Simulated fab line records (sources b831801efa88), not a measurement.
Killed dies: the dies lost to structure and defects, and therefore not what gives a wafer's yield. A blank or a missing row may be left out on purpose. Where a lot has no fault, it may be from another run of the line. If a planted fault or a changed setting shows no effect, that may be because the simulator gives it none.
fab line records ; flow sky130
record: lots: 12; wafers: 36; last_day: 50
route steps=708 shown GATE_OXIDE@200 METAL3@565 METAL4@634 PAD_OPEN@707
lots with no fault: from the same line, run without faults
start_h: hours from the record's opening day to when the first of the lot's shown wafers began ; wait_h: time in hours since the lot's previous step ; " identical to the entry in the row above ; L1.1+2: a row that stands for several wafers ; - either no value or no given start ; * or withheld: withheld ; < > ~ a bound
route shown NAME@n: names a module that has steps shown in the file, with the first one's number in the route ; usual: mean/standard deviation taken from wafers without a fault ; same: alike in all rows ; chamber/n: place in a boat ; sites: the reading at each site ; _std_site: how widely they spread, as a standard deviation ; _edge_site: the outer-site mean with the inner-site mean subtracted ; radius_mm: for every site, how far away it sits from the centre of the wafer ; mask NAME#n: copy n ; behind: tool/chamber where the wafer was last shaped ; hold: reason for holding the lot/hours on hold/outcome of the hold ; device: transistor that didn't switch, given as n, p or np ; end of line: the route-end tests of the same wafers ; where a step has no rows: the recipe by itself ; killed: at the first sort, the dies lost to defects and structure; wafer yield is something else ; map: the dies of a wafer, with x for killed, . for not killed, _ for no die there
set.NAME: the setting that was run; set.NAME@STEP: the one run at that earlier step ; model.NAME: the simulator's own value behind a step, which no gauge read
the route's steps for a sample of lots (tables are steps, rows are wafers)
services: when a tool's chamber went out of use (start_h, in hours from the record's first day, below 0 if earlier), for how many hours, and the reason
== steps ==
step: SKY_GATE_OXIDE_STRIP_13
recipe: chemistry: O2/N2; power_w: 1400; pressure_mtorr: 1500; platen_temp_c: withheld; o2_flow_sccm: 3000; n2_flow_sccm: 300; overash_fraction: 0.5
usual: drypump_motor_current_A: 6.0/0.5; n2_flow_sccm: 300.0/0.91; oes_product_au: 0.715/0.0047; strip_time_to_endpoint_s: 14.17/0.045
lot.wafer;tool;chamber;start_h;wait_h;drypump_motor_current_A;n2_flow_sccm;oes_product_au;rf_hours_counter_h;strip_time_to_endpoint_s
L779.1;plasma_asher-04;1;322.08;0.0;5.8;299.9;0.710;63;14.20
L779.4;plasma_asher-04;1;322.08;0.0;5.8;299.3;0.725;-;14.17
L779.5;plasma_asher-04;0;322.08;0.0;6.6;300.6;0.713;-;14.14
L781.1;plasma_asher-04;0;326.14;0.0;6.6;299.4;0.721;64;14.12
L781.2;plasma_asher-04;1;326.14;0.0;5.8;299.9;0.712;64;14.16
L781.3;plasma_asher-04;1;326.14;0.0;5.8;298.7;0.717;-;14.13
L783.2;plasma_asher-03;0;347.53;0.0;5.9;300.7;0.715;63;14.14
L783.3;plasma_asher-03;1;347.53;0.0;6.2;299.4;0.716;-;14.12
L783.5;plasma_asher-03;0;347.53;0.0;6.0;300.9;0.707;-;14.08
L784.2;plasma_asher-03;0;352.53;0.0;5.9;299.8;0.717;64;14.19
L784.3;plasma_asher-03;1;352.53;0.0;6.2;299.5;0.709;-;14.20
L784.6;plasma_asher-03;1;352.53;0.0;6.2;298.5;0.714;-;14.20
L786.3;plasma_asher-04;1;372.02;0.0;5.8;299.0;0.714;-;14.15
L786.4;plasma_asher-04;0;372.02;0.0;6.6;300.6;0.716;-;14.13
L786.6;plasma_asher-04;0;372.02;0.0;6.6;298.8;0.712;-;14.12
L787.2;plasma_asher-02;1;375.01;0.0;6.0;300.2;0.708;56;14.09
L787.4;plasma_asher-02;0;375.01;0.0;4.9;300.1;0.715;-;14.06
L787.6;plasma_asher-02;1;375.01;0.0;6.1;299.6;0.716;-;14.06
L788.1;plasma_asher-02;1;400.21;0.0;6.1;300.6;0.719;58;14.16
L788.4;plasma_asher-02;0;400.21;0.0;5.0;301.8;0.717;-;14.17
L788.6;plasma_asher-02;1;400.21;0.0;6.1;301.2;0.714;-;14.15
L789.1;plasma_asher-04;1;400.78;0.0;5.8;298.9;0.717;71;14.16
L789.2;plasma_asher-04;0;400.78;0.0;6.6;297.8;0.728;71;14.19
L789.4;plasma_asher-04;1;400.78;0.0;5.8;298.7;0.724;-;14.18
L798.1;plasma_asher-03;0;469.79;0.0;5.9;298.7;0.717;2;14.18
L798.3;plasma_asher-03;0;469.79;0.0;5.9;299.2;0.721;-;14.22
L798.6;plasma_asher-03;1;469.79;0.0;6.2;300.4;0.712;-;14.20
L799.4;plasma_asher-03;0;476.44;0.0;5.9;300.3;0.720;-;14.21
L799.5;plasma_asher-03;0;476.44;0.0;6.0;299.0;0.712;-;14.24
L799.6;plasma_asher-03;1;476.44;0.0;6.2;300.3;0.721;-;14.19
L800.1;plasma_asher-04;0;485.31;0.0;6.6;299.3;0.712;81;14.12
L800.3;plasma_asher-04;0;485.31;0.0;6.6;299.2;0.711;-;14.14
L800.4;plasma_asher-04;1;485.31;0.0;5.8;298.6;0.708;-;14.08
L801.4;plasma_asher-02;0;511.89;0.0;5.0;299.6;0.714;-;14.10
L801.5;plasma_asher-02;0;511.89;0.0;5.0;300.5;0.712;-;14.11
L801.6;plasma_asher-02;1;511.89;0.0;6.1;299.9;0.706;-;14.14
step: SKY_METAL3_DESCUM_15
recipe: chemistry: O2; source_power_w: 150; bias_power_w: 0; pressure_mtorr: 10; temp_c: 40; time_s: 8
usual: drypump_motor_current_A: 5.6/0.64; oes_product_au: 0.998/0.012
lot.wafer;tool;chamber;start_h;wait_h;drypump_motor_current_A;oes_product_au;rf_hours_counter_h
L779.1;rie_metal-02;1;917.13;0.0;5.0;0.976;1
L779.4;rie_metal-02;0;917.13;0.0;6.5;1.005;-
L779.5;rie_metal-02;0;917.13;0.0;6.5;1.003;-
L781.1;rie_metal-02;0;923.95;0.0;6.4;1.016;17
L781.2;rie_metal-02;1;923.95;0.0;5.0;0.984;1
L781.3;rie_metal-02;0;923.95;0.0;6.5;1.016;-
L783.2;rie_metal-02;0;939.83;0.0;6.5;1.000;18
L783.3;rie_metal-02;1;939.83;0.0;5.0;0.973;-
L783.5;rie_metal-02;0;939.83;0.0;6.5;1.011;-
L784.2;rie_metal-03;0;943.73;0.0;6.1;0.996;10
L784.3;rie_metal-03;1;943.73;0.0;5.6;1.006;-
L784.6;rie_metal-03;1;943.73;0.0;5.6;1.000;-
L786.3;rie_metal-03;1;961.45;0.0;5.6;1.000;-
L786.4;rie_metal-03;1;961.45;0.0;5.6;0.986;-
L786.6;rie_metal-03;1;961.45;0.0;5.6;0.996;-
L787.2;rie_metal-01;1;964.48;0.0;4.8;0.988;3
L787.4;rie_metal-01;0;964.48;0.0;5.3;0.998;-
L787.6;rie_metal-01;0;964.48;0.0;5.3;0.995;-
L788.1;rie_metal-02;0;983.83;0.0;6.5;1.004;20
L788.4;rie_metal-02;1;983.83;0.0;5.0;0.989;-
L788.6;rie_metal-02;1;983.83;0.0;5.0;0.998;-
L789.1;rie_metal-02;0;985.25;0.0;6.5;0.995;20
L789.2;rie_metal-02;1;985.25;0.0;4.9;0.978;4
L789.4;rie_metal-02;1;985.25;0.0;4.9;0.985;-
L798.1;rie_metal-02;0;1042.10;0.0;6.5;1.029;24
L798.3;rie_metal-02;0;1042.10;0.0;6.5;1.015;-
L798.6;rie_metal-02;0;1042.10;0.0;6.5;1.019;-
L799.4;rie_metal-03;0;1043.59;0.0;6.1;0.991;-
L799.5;rie_metal-03;1;1043.59;0.0;5.6;1.000;-
L799.6;rie_metal-03;0;1043.59;0.0;6.1;0.998;-
L800.1;rie_metal-02;0;1049.00;0.0;6.5;1.021;25
L800.3;rie_metal-02;0;1049.00;0.0;6.5;1.011;-
L800.4;rie_metal-02;1;1049.00;0.0;4.9;0.991;-
L801.4;rie_metal-01;0;1072.19;0.0;5.3;1.001;-
L801.5;rie_metal-01;1;1072.19;0.0;4.8;1.005;-
L801.6;rie_metal-01;0;1072.19;0.0;5.3;1.002;-
step: SKY_METAL4_METAL_ETCH_18
recipe: target_depth_a: 8450; stop_on: SiO2; over_etch_frac: 0.3; time_s: 183.1; chemistry: Cl2/BCl3; resist_sidewall_deg: 88; pressure_mtorr: 10; icp_w: 900; bias_w: 48.5; Cl2_flow_sccm: 60; bcl3_flow_sccm: 30
usual: drypump_motor_current_A: 5.6/0.52; oes_product_au: 0.864/0.0059; throttle_valve_pct: 22.264/0.0088
lot.wafer;tool;chamber;start_h;wait_h;drypump_motor_current_A;oes_product_au;rf_hours_counter_h;throttle_valve_pct
L779.1;rie_metal-04;1;994.43;0.0;5.3;0.860;11;22.266
L779.4;rie_metal-04;1;994.43;0.0;5.3;0.857;-;22.263
L779.5;rie_metal-04;1;994.43;0.0;5.3;0.857;-;22.260
L781.1;rie_metal-04;0;1000.66;0.0;5.3;0.864;10;22.267
L781.2;rie_metal-04;1;1000.66;0.0;5.3;0.863;12;22.248
L781.3;rie_metal-04;1;1000.66;0.0;5.3;0.855;-;22.259
L783.2;rie_metal-02;0;1016.46;0.0;6.5;0.866;23;22.260
L783.3;rie_metal-02;1;1016.46;0.0;4.9;0.863;-;22.261
L783.5;rie_metal-02;1;1016.46;0.0;4.9;0.859;-;22.264
L784.2;rie_metal-03;1;1019.06;0.0;5.6;0.867;12;22.269
L784.3;rie_metal-03;0;1019.06;0.0;6.0;0.869;-;22.268
L784.6;rie_metal-03;0;1019.06;0.0;6.1;0.870;-;22.267
L786.3;rie_metal-03;1;1036.24;0.1;5.6;0.857;-;22.250
L786.4;rie_metal-03;0;1036.24;0.1;6.1;0.871;-;22.250
L786.6;rie_metal-03;0;1036.24;0.1;6.0;0.870;-;22.263
L787.2;rie_metal-02;1;1039.58;0.0;5.0;0.869;8;22.263
L787.4;rie_metal-02;0;1039.58;0.0;6.5;0.873;-;22.280
L787.6;rie_metal-02;1;1039.58;0.0;5.0;0.876;-;22.271
L788.1;rie_metal-03;1;1057.43;0.0;5.6;0.864;14;22.263
L788.4;rie_metal-03;0;1057.43;0.0;6.0;0.863;-;22.272
L788.6;rie_metal-03;0;1057.43;0.0;6.1;0.854;-;22.259
L789.1;rie_metal-02;0;1057.58;0.0;6.5;0.868;25;22.260
L789.2;rie_metal-02;1;1057.58;0.0;4.9;0.859;9;22.277
L789.4;rie_metal-02;1;1057.58;0.0;4.9;0.866;-;22.287
L798.1;rie_metal-03;0;1112.41;0.0;6.0;0.861;18;22.269
L798.3;rie_metal-03;1;1112.41;0.0;5.6;0.861;-;22.271
L798.6;rie_metal-03;0;1112.41;0.0;6.0;0.864;-;22.276
L799.4;rie_metal-04;0;1113.79;0.1;5.3;0.867;-;22.259
L799.5;rie_metal-04;0;1113.79;0.1;5.3;0.865;-;22.268
L799.6;rie_metal-04;1;1113.79;0.1;5.3;0.867;-;22.270
L800.1;rie_metal-02;1;1117.23;0.0;4.9;0.867;14;22.254
L800.3;rie_metal-02;0;1117.23;0.0;6.5;0.863;-;22.269
L800.4;rie_metal-02;1;1117.23;0.0;4.9;0.867;-;22.262
L801.4;rie_metal-02;1;1137.71;0.2;5.0;0.864;-;22.256
L801.5;rie_metal-02;1;1137.71;0.2;4.9;0.868;-;22.274
L801.6;rie_metal-02;1;1137.71;0.2;5.0;0.864;-;22.263
step: SKY_PAD_OPEN_BOW_MEAS_13
recipe: mode: bow
usual: PAD_OPEN_BOW: 46/8.7
lot.wafer;tool;chamber;start_h;wait_h;PAD_OPEN_BOW[um]
L779.1;film_metro-02;-;1090.47;-;31
L779.4;film_metro-02;-;1090.47;-;51
L779.5;film_metro-02;-;1090.47;-;44
L781.1;film_metro-01;-;1097.17;-;35
L781.2;film_metro-01;-;1097.17;-;32
L781.3;film_metro-01;-;1097.17;-;30
L783.2;film_metro-03;-;1110.34;-;41
L783.3;film_metro-03;-;1110.34;-;28
L783.5;film_metro-03;-;1110.34;-;43
L784.2;film_metro-02;-;1113.39;-;46
L784.3;film_metro-02;-;1113.39;-;53
L784.6;film_metro-02;-;1113.39;-;41
L786.3;film_metro-03;-;1128.00;-;60
L786.4;film_metro-03;-;1128.00;-;48
L786.6;film_metro-03;-;1128.00;-;48
L787.2;film_metro-01;-;1132.05;-;45
L787.4;film_metro-01;-;1132.05;-;36
L787.6;film_metro-01;-;1132.05;-;61
L788.1;film_metro-01;-;1143.86;-;40
L788.4;film_metro-01;-;1143.86;-;35
L788.6;film_metro-01;-;1143.86;-;45
L789.1;film_metro-01;-;1145.63;-;34
L789.2;film_metro-01;-;1145.63;-;42
L789.4;film_metro-01;-;1145.63;-;34
L798.1;film_metro-02;-;1190.92;-;35
L798.3;film_metro-02;-;1190.92;-;31
L798.6;film_metro-02;-;1190.92;-;40
L799.4;film_metro-03;-;1192.66;-;64
L799.5;film_metro-03;-;1192.66;-;56
L799.6;film_metro-03;-;1192.66;-;54
L800.1;film_metro-03;-;1195.32;-;45
L800.3;film_metro-03;-;1195.32;-;36
L800.4;film_metro-03;-;1195.32;-;38
L801.4;film_metro-03;-;1211.58;-;33
L801.5;film_metro-03;-;1211.58;-;29
L801.6;film_metro-03;-;1211.58;-;31
step: SKY_PAD_OPEN_PROBE_99
usual: killed_at_M0_to_M3: 44/7.4; killed_at_M4_up: 3.0/1.8; killed_at_contacts: 24/5.1; killed_at_front_end: 15/4.3; killed_at_other: 0.3/0.54; killed_dies: 86/9.9; killed_open: 47/7.1; killed_short: 38/6.7
same: gross_dies: 492; killed_at_back_side: 0
lot.wafer;tool;chamber;start_h;wait_h;hold;killed_at_M0_to_M3;killed_at_M4_up;killed_at_contacts;killed_at_front_end;killed_at_other;killed_dies;killed_open;killed_short
L779.1;prober-02;-;1090.59;0.1;-;48;1;19;17;2;87;50;37
L779.4;prober-02;-;1090.74;0.2;-;56;6;25;11;1;99;57;42
L779.5;prober-02;-;1090.79;0.2;-;45;2;24;16;0;87;50;37
L784.2;prober-02;-;1113.54;0.1;-;46;6;23;17;0;92;45;47
L784.3;prober-02;-;1113.59;0.2;-;43;3;25;14;0;85;43;42
L784.6;prober-02;-;1113.74;0.2;-;31;3;28;16;0;78;44;34
L788.1;prober-01;-;1143.98;0.1;-;55;4;23;12;1;95;53;42
L788.4;prober-01;-;1144.13;0.2;-;34;5;30;14;1;84;38;46
L788.6;prober-01;-;1144.23;0.2;-;47;1;22;11;0;81;48;33
L798.1;prober-01;-;1191.04;0.1;await_dispo/1.7h/release;56;3;15;70;0;144;55;49
L798.3;prober-01;-;1191.14;0.2;await_dispo/1.7h/release;40;1;24;49;0;114;46;32
L798.6;prober-01;-;1191.29;0.2;await_dispo/1.7h/release;39;0;31;56;1;127;45;42
L799.4;prober-02;-;1192.87;0.2;await_dispo/2.4h/release;37;1;25;54;0;117;42;35
L799.5;prober-02;-;1192.92;0.2;await_dispo/2.4h/release;40;1;20;60;0;121;40;34
L799.6;prober-02;-;1192.97;0.2;await_dispo/2.4h/release;41;2;24;54;0;121;46;39
L801.4;prober-02;-;1211.79;0.2;-;46;2;21;8;0;77;36;41
L801.5;prober-02;-;1211.84;0.2;-;50;0;24;22;0;96;54;42
L801.6;prober-02;-;1211.89;0.2;-;37;0;26;16;0;79;49;30
killed by level:class
L779.1 VIA1:geometric_particle:open=12 CONTACT:geometric_particle:open=9 VIA2:geometric_particle:open=6 FIELD_ISO:geometric_particle:open=5 CONTACT:geometric_particle:short=5 METAL3:geometric_particle:short=5 METAL2:geometric_particle:short=4 VIA2:geometric_particle:short=4
L779.4 VIA1:geometric_particle:open=15 VIA3:geometric_particle:open=8 LI_CONTACT:geometric_particle:open=8 CONTACT:geometric_particle:open=7 METAL1:geometric_particle:short=6 VIA2:geometric_particle:open=6 VIA1:geometric_particle:short=6 METAL3:geometric_particle:short=5
L779.5 VIA1:geometric_particle:open=12 CONTACT:geometric_particle:short=8 CONTACT:geometric_particle:open=7 VIA3:geometric_particle:open=7 LI_CONTACT:geometric_particle:open=6 FIELD_ISO:geometric_particle:open=5 METAL2:geometric_particle:short=5 FIELD_ISO:geometric_particle:short=4
L784.2 CONTACT:geometric_particle:open=11 METAL3:geometric_particle:short=10 METAL2:geometric_particle:short=9 FIELD_ISO:geometric_particle:open=8 VIA2:geometric_particle:short=5 LI_CONTACT:geometric_particle:short=5 VIA1:geometric_particle:open=5 FIELD_ISO:geometric_particle:short=4
L784.3 LI_CONTACT:geometric_particle:open=8 METAL1:geometric_particle:short=8 VIA1:geometric_particle:open=8 LI_CONTACT:geometric_particle:short=7 VIA2:geometric_particle:open=5 METAL2:geometric_particle:short=5 FIELD_ISO:geometric_particle:open=4 CONTACT:geometric_particle:open=4
L784.6 LI_CONTACT:geometric_particle:open=13 CONTACT:geometric_particle:open=8 VIA1:geometric_particle:open=7 VIA3:geometric_particle:open=7 FIELD_ISO:geometric_particle:short=6 FIELD_ISO:geometric_particle:open=4 POLY_GATE:geometric_particle:short=4 LI_CONTACT:geometric_particle:short=4
L788.1 CONTACT:geometric_particle:open=11 VIA1:geometric_particle:short=9 VIA1:geometric_particle:open=9 METAL1:geometric_particle:short=8 VIA3:geometric_particle:open=7 METAL2:geometric_particle:short=6 VIA2:geometric_particle:open=6 LI_CONTACT:geometric_particle:open=5
L788.4 CONTACT:geometric_particle:open=10 LI_CONTACT:geometric_particle:short=8 FIELD_ISO:geometric_particle:short=7 METAL1:geometric_particle:short=7 VIA3:geometric_particle:open=6 CONTACT:geometric_particle:short=5 FIELD_ISO:geometric_particle:open=4 LI_CONTACT:geometric_particle:open=4
L788.6 VIA1:geometric_particle:open=12 VIA2:geometric_particle:open=10 LI_CONTACT:geometric_particle:open=8 CONTACT:geometric_particle:open=7 POLY_GATE:geometric_particle:short=6 METAL1:geometric_particle:short=6 VIA1:geometric_particle:short=5 VIA3:geometric_particle:open=5
L798.1 GATE_OXIDE:unspecified=40 VIA1:geometric_particle:open=16 POLY_GATE:geometric_particle:open=9 METAL2:geometric_particle:short=9 CONTACT:geometric_particle:open=8 FIELD_ISO:geometric_particle:short=7 METAL1:geometric_particle:short=6 VIA3:geometric_particle:open=6
L798.3 GATE_OXIDE:unspecified=36 CONTACT:geometric_particle:open=12 VIA1:geometric_particle:open=12 METAL2:geometric_particle:short=7 VIA3:geometric_particle:open=6 CONTACT:geometric_particle:short=6 LI_CONTACT:geometric_particle:open=4 FIELD_ISO:geometric_particle:open=3
L798.6 GATE_OXIDE:unspecified=40 CONTACT:geometric_particle:open=10 VIA2:geometric_particle:short=8 LI_CONTACT:geometric_particle:open=8 VIA1:geometric_particle:open=7 FIELD_ISO:geometric_particle:short=5 FIELD_ISO:geometric_particle:open=5 CONTACT:geometric_particle:short=5
L799.4 GATE_OXIDE:unspecified=40 CONTACT:geometric_particle:open=11 VIA1:geometric_particle:open=8 LI_CONTACT:geometric_particle:open=6 METAL1:geometric_particle:short=5 FIELD_ISO:geometric_particle:open=4 VIA3:geometric_particle:open=4 METAL3:geometric_particle:short=4
L799.5 GATE_OXIDE:unspecified=47 VIA1:geometric_particle:open=9 LI_CONTACT:geometric_particle:open=6 VIA2:geometric_particle:open=6 VIA3:geometric_particle:open=6 CONTACT:geometric_particle:open=5 FIELD_ISO:geometric_particle:short=4 LI_CONTACT:geometric_particle:short=4
L799.6 GATE_OXIDE:unspecified=36 LI_CONTACT:geometric_particle:open=9 CONTACT:geometric_particle:open=9 VIA1:geometric_particle:open=8 VIA2:geometric_particle:short=7 FIELD_ISO:geometric_particle:short=6 METAL2:geometric_particle:short=6 VIA3:geometric_particle:open=6
L801.4 VIA2:geometric_particle:open=12 METAL2:geometric_particle:short=7 CONTACT:geometric_particle:short=6 VIA1:geometric_particle:open=6 VIA3:geometric_particle:short=5 VIA3:geometric_particle:open=5 CONTACT:geometric_particle:open=4 VIA1:geometric_particle:short=4
L801.5 VIA2:geometric_particle:open=11 FIELD_ISO:geometric_particle:open=9 VIA3:geometric_particle:open=8 CONTACT:geometric_particle:short=7 CONTACT:geometric_particle:open=7 METAL1:geometric_particle:short=7 VIA1:geometric_particle:open=6 FIELD_ISO:geometric_particle:short=5
L801.6 CONTACT:geometric_particle:open=12 LI_CONTACT:geometric_particle:open=7 VIA1:geometric_particle:open=7 FIELD_ISO:geometric_particle:open=6 VIA2:geometric_particle:open=5 CONTACT:geometric_particle:short=4 METAL1:geometric_particle:short=4 METAL2:geometric_particle:short=4
== services ==
tool;chamber;start_h;hours;kind
plasma_asher-03;-;306.54;2.8;pm
plasma_asher-03;-;381.66;4.0;pm
rie_metal-03;1;407.91;20.8;repair
rie_metal-03;-;449.01;0.2;repair
rie_metal-02;-;480.50;0.7;repair
rie_metal-02;1;493.33;4.3;repair
plasma_asher-04;-;497.68;14.6;pm
rie_metal-03;1;504.40;3.3;repair
rie_metal-03;0;508.48;3.6;repair
rie_metal-03;0;518.67;2.6;repair
rie_metal-03;-;536.11;2.8;pm
plasma_asher-04;-;588.68;2.8;pm
rie_metal-02;-;594.99;2.8;pm
rie_metal-02;1;612.62;5.9;repair
plasma_asher-04;-;633.45;12.5;repair
rie_metal-03;-;716.92;1.0;repair
rie_metal-03;-;722.04;14.6;pm
rie_metal-02;-;726.25;0.2;repair
plasma_asher-04;-;733.75;9.0;pm
rie_metal-03;-;759.02;0.3;repair
plasma_asher-04;-;831.18;0.7;repair
plasma_asher-04;-;843.39;2.7;repair
rie_metal-03;0;961.10;45.0;repair
rie_metal-02;0;1079.55;13.5;repair
== key ==
first_sign: step: SKY_PAD_OPEN_PROBE_99; reading: killed_at_front_end; direction: up; sigmas: 9.8; usual: 15; struck: 57
effect: step: SKY_PAD_OPEN_PROBE_99; reading: killed_dies; direction: up; sigmas: 3.8; usual: 86; struck: 124
met_at SKY_GATE_OXIDE_STRIP_13
struck_lots L798,L799
tester_left_out L798,L799
not_acting_at SKY_METAL3_DESCUM_15,SKY_METAL4_METAL_ETCH_18,SKY_PAD_OPEN_BOW_MEAS_13
onset_between 352.53 469.79
fault: kind: chamber_particle_source; tool: plasma_asher-03; chamber: -; onset_h: 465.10; steps: SKY_GATE_OXIDE_STRIP_13; rate_per_visit_cm2: 1.1772; end_h: 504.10
tester_left_out: of these lots the tester's yield and bins aren't shown, on N5 and GAA mostly nor the transistor test; their killed dies are dies lost to structure and defects alone, not to doping, threshold or leakage, so they don't give the yield
